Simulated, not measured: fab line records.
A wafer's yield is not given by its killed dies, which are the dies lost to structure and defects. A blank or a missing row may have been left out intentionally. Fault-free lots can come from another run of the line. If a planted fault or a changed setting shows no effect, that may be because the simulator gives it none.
The same fault as seen by 2 desks ; flow gf180mcu ; only its own numbers are on each desk; what lay behind them is given at the end

DESK OF THE TOOL OWNER: rtp anneal-01
The tool's own readings at GF_PSD_RTA_13 (time 20 s): means of the sampled wafers that have a number, for each lot that ran on this tool. The brackets show how far a lot's mean lies from the usual mean; more than 4 standard deviations puts the lot out of limits, marked OUT.
Columns: A = lamp power pct at GF_PSD_RTA_13, usual 28.2 %; B = wafer_temp_C_max at GF_PSD_RTA_13, usual 1029.2
lot;first seen here;A;B
L685;day 14 12:49;27.0;1028.7
L687;day 15 09:22;27.0;1029.8
L688;day 15 17:35;27.0;1029.1
L689;day 15 23:44;30.2;1071.7 (+49) OUT
L690;day 16 06:23;30.3;1071.5 (+49) OUT
L693;day 17 08:20;30.2;1071.2 (+48) OUT
L700;day 19 23:22;27.0;1028.9
L702;day 20 20:52;27.0;1029.1
L704;day 21 05:07;27.0;1029.6
L705;day 21 15:45;27.0;1029.4
This desk's finding: out of limits on L689, L690, L693; first on L689, day 15 23:44 (wafer_temp_C_max at GF_PSD_RTA_13). In limits: L685, L687, L688, L700, L702, L704, L705.

THE METROLOGY DESK
Means of the sampled wafers that have a number, per lot and without regard to the tool the lot ran on: this is what the gauges read. The brackets show how far a lot's mean lies from the usual mean; more than 4 standard deviations puts the lot out of limits, marked OUT.
Columns: A = cd nm at GF_HV_LDD_CD_MEAS_46, usual 400.1 nm; B = NSD_RS at GF_PSD_RS_MEAS_14, usual 46.20 ohm/sq; C = cd nm at GF_SAB_CD_MEAS_09, usual 419.9 nm
lot;first seen here;A;B;C
L685;day 12 15:55;401.3;46.10;421.7
L686;day 12 23:55;397.2;46.18;418.0
L687;day 13 10:48;397.2;46.28;418.9
L688;day 13 19:26;395.7;46.22;420.8
L689;day 14 01:25;400.9;39.91 (-73) OUT;-
L690;day 14 06:46;401.1;40.01 (-72) OUT;-
L693;day 15 08:10;398.1;39.87 (-74) OUT;-
L698;day 17 01:55;400.8;46.19;419.8
L700;day 17 19:34;405.3;46.25;424.1
L701;day 18 02:47;396.5;46.24;417.7
L702;day 18 16:34;402.9;46.16;417.1
L703;day 18 17:28;400.4;46.32;419.4
L704;day 19 00:13;396.9;46.23;420.4
L705;day 19 10:53;398.1;46.25;422.4
This desk reports L689, L690, L693 out of limits; the earliest was L689 at day 15 23:50 (NSD_RS at GF_PSD_RS_MEAS_14). In limits: L685, L686, L687, L688, L698, L700, L701, L702, L703, L704, L705.

TAKEN TOGETHER
On L689, L690, L693, at day 15 23:44, an alarm was possible from the tool owner's desk.
The metrology desk could have raised an alarm at day 15 23:50, on L689, L690, L693.
On rtp anneal-01, each named lot ran GF_PSD_RTA_13.

WHAT WAS PUT IN BY THE SIMULATOR
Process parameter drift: rtp anneal-01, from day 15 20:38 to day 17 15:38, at GF_PSD_RTA_13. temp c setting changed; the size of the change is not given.
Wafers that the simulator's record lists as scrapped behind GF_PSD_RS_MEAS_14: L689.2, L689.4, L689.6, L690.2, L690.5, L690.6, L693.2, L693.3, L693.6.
Shown lots that were struck: L689, L690, L693.
Time in hours from fault onset to the first out-of-limits reading at each desk: tool owner's desk 3, metrology desk 3.
